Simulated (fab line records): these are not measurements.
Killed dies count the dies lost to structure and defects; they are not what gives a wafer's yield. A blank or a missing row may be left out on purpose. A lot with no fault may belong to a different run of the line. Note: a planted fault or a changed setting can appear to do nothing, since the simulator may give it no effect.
What tool caused it? :: flow sky130 :: 30 wafers from 10 lots sampled at 4 of the route's 708 steps

== WHAT EACH GAUGE READ, for each wafer ==
SKY_CAPM_RS_MEAS_03: measures by four-point-probe.
lot: L963
measured: day 36 16:07
on: film-metro-03
CAPM_TIN_RS (ohm/sq): 6.98 6.89 6.91

lot: L965
measured: day 37 10:01
on: film-metro-03
CAPM_TIN_RS (ohm/sq): 6.89 6.87 6.83

lot: L966
measured: day 37 16:46
on: film-metro-04
CAPM_TIN_RS (ohm/sq): 7.01 6.99 6.97

lot: L968
measured: day 37 20:55
on: film-metro-01
CAPM_TIN_RS (ohm/sq): 7.00 6.94 7.01

lot: L971
measured: day 38 19:14
on: film-metro-03
CAPM_TIN_RS (ohm/sq): 6.91 6.99 7.06

lot: L973
measured: day 39 12:21
on: film-metro-04
CAPM_TIN_RS (ohm/sq): 6.96 7.07 6.98

lot: L974
measured: day 39 15:51
on: film-metro-01
CAPM_TIN_RS (ohm/sq): 6.94 6.98 6.86

lot: L976
measured: day 40 10:10
on: film-metro-01
CAPM_TIN_RS (ohm/sq): 6.86 6.86 6.89

lot: L979
measured: day 41 04:55
on: film-metro-01
CAPM_TIN_RS (ohm/sq): 6.92 6.98 6.11 6.92 6.97 6.11

lot: L985
measured: day 42 20:10
on: film-metro-01
CAPM_TIN_RS (ohm/sq): 6.83 6.84 6.81

== WHAT TOOL EACH LOT RAN ON (gives the tool, then ch and the chambers of the sampled wafers, and finally the start) ==
lot: L963
SKY_VIA2_CVD_21: cvd-w-01 ch 0,1, day 36 15:07
SKY_METAL3_SPUTTER_02: pvd-sputter-03, day 36 15:47
SKY_CAPM_SPUTTER_02: pvd-sputter-01, day 36 15:59

lot: L965
SKY_VIA2_CVD_21: cvd-w-02 ch 0,1, day 37 09:04
SKY_METAL3_SPUTTER_02: pvd-sputter-04, day 37 09:41
SKY_CAPM_SPUTTER_02: pvd-sputter-02, day 37 09:53

lot: L966
SKY_VIA2_CVD_21: cvd-w-02 ch 0,1, day 37 15:47
SKY_METAL3_SPUTTER_02: pvd-sputter-04, day 37 16:27
SKY_CAPM_SPUTTER_02: pvd-sputter-02, day 37 16:38

lot: L968
SKY_VIA2_CVD_21: cvd-w-02 ch 0,1, day 37 19:56
SKY_METAL3_SPUTTER_02: pvd-sputter-03, day 37 20:35
SKY_CAPM_SPUTTER_02: pvd-sputter-01, day 37 20:47

lot: L971
SKY_VIA2_CVD_21: cvd-w-02 ch 0,1, day 38 18:17
SKY_METAL3_SPUTTER_02: pvd-sputter-02, day 38 18:56
SKY_CAPM_SPUTTER_02: pvd-sputter-01, day 38 19:07

lot: L973
SKY_VIA2_CVD_21: cvd-w-01 ch 1, day 39 11:23
SKY_METAL3_SPUTTER_02: pvd-sputter-02, day 39 12:02
SKY_CAPM_SPUTTER_02: pvd-sputter-01, day 39 12:14

lot: L974
SKY_VIA2_CVD_21: cvd-w-01 ch 0,1, day 39 14:54
SKY_METAL3_SPUTTER_02: pvd-sputter-04, day 39 15:33
SKY_CAPM_SPUTTER_02: pvd-sputter-01, day 39 15:44

lot: L976
SKY_VIA2_CVD_21: cvd-w-01 ch 0,1, day 40 09:13
SKY_METAL3_SPUTTER_02: pvd-sputter-03, day 40 09:50
SKY_CAPM_SPUTTER_02: pvd-sputter-04, day 40 10:01

lot: L979
SKY_VIA2_CVD_21: cvd-w-01 ch 0,1, day 41 03:41
SKY_METAL3_SPUTTER_02: pvd-sputter-04, day 41 04:34
SKY_CAPM_SPUTTER_02: pvd-sputter-01, day 41 04:49

lot: L985
SKY_VIA2_CVD_21: cvd-w-02 ch 0, day 42 19:05
SKY_METAL3_SPUTTER_02: pvd-sputter-02, day 42 19:50
SKY_CAPM_SPUTTER_02: pvd-sputter-04, day 42 20:01
- SKY_VIA2_CVD_21: deposits W, target thk 420 nm, time 126.4 s.
- SKY_METAL3_SPUTTER_02: material AlCu, target thk 735 nm, time 39.1 s.
- SKY_CAPM_SPUTTER_02: material TiN, target thk 200 nm, time 166.7 s.

== THE ANSWER, worked out from the rows above alone ==
Rule: usual is defined by the lots themselves. Put in order of their means at a reading, lots are off if they are a third of the lots or fewer, leave a main group of 4 or more, and stand apart from it by a gap of 3 or more times the standard deviation of the main group's means; of several such gaps the widest counts. A main group whose means are all the same, to the digits that the tables above print for the reading, isn't used. A lot without any number at a reading at which 4 lots or more have one is off too. All remaining lots with rows at the step are treated as sound.
No lot is off at any reading shown: from this, nothing can be told.

== WHAT WAS PUT IN BY THE SIMULATOR ==
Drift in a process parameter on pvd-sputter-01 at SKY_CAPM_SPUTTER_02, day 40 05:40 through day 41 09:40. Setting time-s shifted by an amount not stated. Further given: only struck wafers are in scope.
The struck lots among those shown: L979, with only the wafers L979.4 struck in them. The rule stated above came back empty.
